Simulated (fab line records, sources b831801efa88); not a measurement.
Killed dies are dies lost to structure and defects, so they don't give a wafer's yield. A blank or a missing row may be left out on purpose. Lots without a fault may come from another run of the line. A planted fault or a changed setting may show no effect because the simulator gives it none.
Which tool did it? | flow sky130 | 12 lots, 34 wafers sampled, at 4 steps of a route of 708

WHAT THE GAUGES READ, wafer by wafer
SKY_VIA4_THK_MEAS_01.
lot  | measured     | on            | VIA4_HDPCVD_THK (nm)
L191 | day 41 12:00 | film_metro-04 | 1755 1759 1765
L192 | day 41 22:36 | film_metro-01 | 1754 1759 1758
L194 | day 43 08:25 | film_metro-01 | 1705 1717 1757
L193 | day 43 09:43 | film_metro-01 | 1726 1751 1752
L196 | day 43 11:28 | film_metro-04 | 1718 1736 1735
L197 | day 43 13:26 | film_metro-01 | 1743 1749 1709
L205 | day 45 14:48 | film_metro-01 | 1762 1769 1718
L210 | day 47 02:24 | film_metro-01 | 3279 1748
L212 | day 47 08:16 | film_metro-03 | 1709 3279 1739
L211 | day 47 09:26 | film_metro-04 | 3305 1745
L213 | day 47 12:17 | film_metro-04 | 1759 1710 1711
L214 | day 47 14:43 | film_metro-03 | 1751 1761 1749

WHICH TOOL RAN EACH LOT (tool, then ch and the chambers of the sampled wafers, then the start)
lot  | SKY_CAP2M_CVD_00                | SKY_CAP2M_STRIP_14                   | SKY_VIA4_HDPCVD_00
L191 | pecvd-03 ch 0,1,2, day 39 09:10 | plasma_asher-01 ch 0,1, day 40 09:29 | hdpcvd-02 ch 0,1,2, day 41 11:49
L192 | pecvd-01 ch 1,2, day 39 20:59   | plasma_asher-01 ch 0,1, day 40 21:11 | hdpcvd-01 ch 0,1, day 41 22:25
L194 | pecvd-03 ch 0,1, day 41 07:52   | plasma_asher-02 ch 0, day 42 08:02   | hdpcvd-01 ch 0,1, day 43 08:14
L193 | pecvd-04 ch 0,1, day 41 10:01   | plasma_asher-01 ch 0,1, day 42 09:14 | hdpcvd-01 ch 0,2, day 43 09:32
L196 | pecvd-03 ch 0,2, day 41 11:05   | plasma_asher-03 ch 0,1, day 42 10:51 | hdpcvd-01 ch 0,1,2, day 43 11:17
L197 | pecvd-01 ch 0,2, day 41 13:37   | plasma_asher-01 ch 0,1, day 42 12:43 | hdpcvd-01 ch 0,1,2, day 43 13:16
L205 | pecvd-03 ch 0,1,2, day 43 17:47 | plasma_asher-01 ch 0,1, day 44 16:14 | hdpcvd-02 ch 0,1,2, day 45 14:41
L210 | pecvd-04 ch 0,1, day 45 06:24   | plasma_asher-02 ch 0,1, day 46 03:34 | hdpcvd-01 ch 0,1, day 47 02:13
L212 | pecvd-04 ch 0,1,2, day 45 12:06 | plasma_asher-03 ch 0,1, day 46 09:20 | hdpcvd-01 ch 0,2, day 47 08:05
L211 | pecvd-03 ch 1,2, day 45 13:19   | plasma_asher-03 ch 0,1, day 46 10:31 | hdpcvd-01 ch 0,1, day 47 09:19
L213 | pecvd-01 ch 0,2, day 45 15:53   | plasma_asher-03 ch 0,1, day 46 13:08 | hdpcvd-02 ch 0,2, day 47 12:06
L214 | pecvd-01 ch 1,2, day 45 20:04   | plasma_asher-03 ch 0,1, day 46 16:30 | hdpcvd-02 ch 1,2, day 47 14:32
- SKY_CAP2M_CVD_00: deposits SiO2, target thk 15.5 nm.
- SKY_CAP2M_STRIP_14: strips in O2/N2.
- SKY_VIA4_HDPCVD_00: deposits SiO2, target thk 1750 nm, time 291.7 s.

WHAT THE TOOLS THEMSELVES READ (means of the sampled wafers that have a number; where no wafer has one, the mark that the record gives instead)
SKY_CAP2M_CVD_00.
lot  | tool     | heater_power_w (W)
L191 | pecvd-03 | 815
L192 | pecvd-01 | 870
L194 | pecvd-03 | 810
L193 | pecvd-04 | 901
L196 | pecvd-03 | 776
L197 | pecvd-01 | 743
L205 | pecvd-03 | 741
L210 | pecvd-04 | 799
L212 | pecvd-04 | 749
L211 | pecvd-03 | 768
L213 | pecvd-01 | 740
L214 | pecvd-01 | 1013

SKY_CAP2M_STRIP_14.
lot  | tool            | drypump_motor_current_A (A) | oes_product_au (a.u.) | strip_time_to_endpoint_s (s)
L191 | plasma_asher-01 | 5.7                         | 0.713                 | 12.60
L192 | plasma_asher-01 | 5.7                         | 0.712                 | 12.60
L194 | plasma_asher-02 | 6.1                         | 0.709                 | 12.66
L193 | plasma_asher-01 | 5.7                         | 0.713                 | 12.53
L196 | plasma_asher-03 | 6.1                         | 0.711                 | 12.67
L197 | plasma_asher-01 | 6.1                         | 0.708                 | 12.61
L205 | plasma_asher-01 | 5.7                         | 0.712                 | 12.56
L210 | plasma_asher-02 | 5.5                         | 0.710                 | 12.71
L212 | plasma_asher-03 | 5.6                         | 0.711                 | 12.62
L211 | plasma_asher-03 | 5.9                         | 0.710                 | 12.59
L213 | plasma_asher-03 | 5.7                         | 0.714                 | 12.67
L214 | plasma_asher-03 | 5.6                         | 0.711                 | 12.64

THE ANSWER, worked out from the rows above alone
Rule: what is usual is taken from the lots themselves. Put in order of their means at a reading, lots are off if they are a third of the lots or fewer, leave a main group of 4 or more, and stand apart from it by a gap of 3 or more times the standard deviation of the main group's means; of several such gaps the widest counts. A main group whose means are all the same, to the digits that the tables above print for the reading, isn't used. A lot without any number at a reading at which 4 lots or more have one is off too. The other lots that the step has rows for count as sound. The gauges are gone through in route order, then the tools' own readings, and for those a lot's mean is taken as printed above. The first step at which some lot is off is used, and at that step the reading that is off furthest; a lot without a number counts as furthest.
Off: L210, L212, L211, at SKY_VIA4_THK_MEAS_01 (VIA4_HDPCVD_THK). The main group: mean 1742 nm, standard deviation 13.
A tool fits if, at a process step before that reading, it ran every lot that is off, and no sound lot after the first of them. The gauges at SKY_VIA4_THK_MEAS_01 are tried like those tools. One fits: hdpcvd-01 at SKY_VIA4_HDPCVD_00. Its last sound lot is L197 (day 43 13:16), its first lot that is off L210 (day 47 02:13): a fault that began between those two fits.

WHAT THE SIMULATOR HAD PUT IN
Process parameter drift: hdpcvd-01, from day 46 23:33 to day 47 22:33, at SKY_VIA4_HDPCVD_00. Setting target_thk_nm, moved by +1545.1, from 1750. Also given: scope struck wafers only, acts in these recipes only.
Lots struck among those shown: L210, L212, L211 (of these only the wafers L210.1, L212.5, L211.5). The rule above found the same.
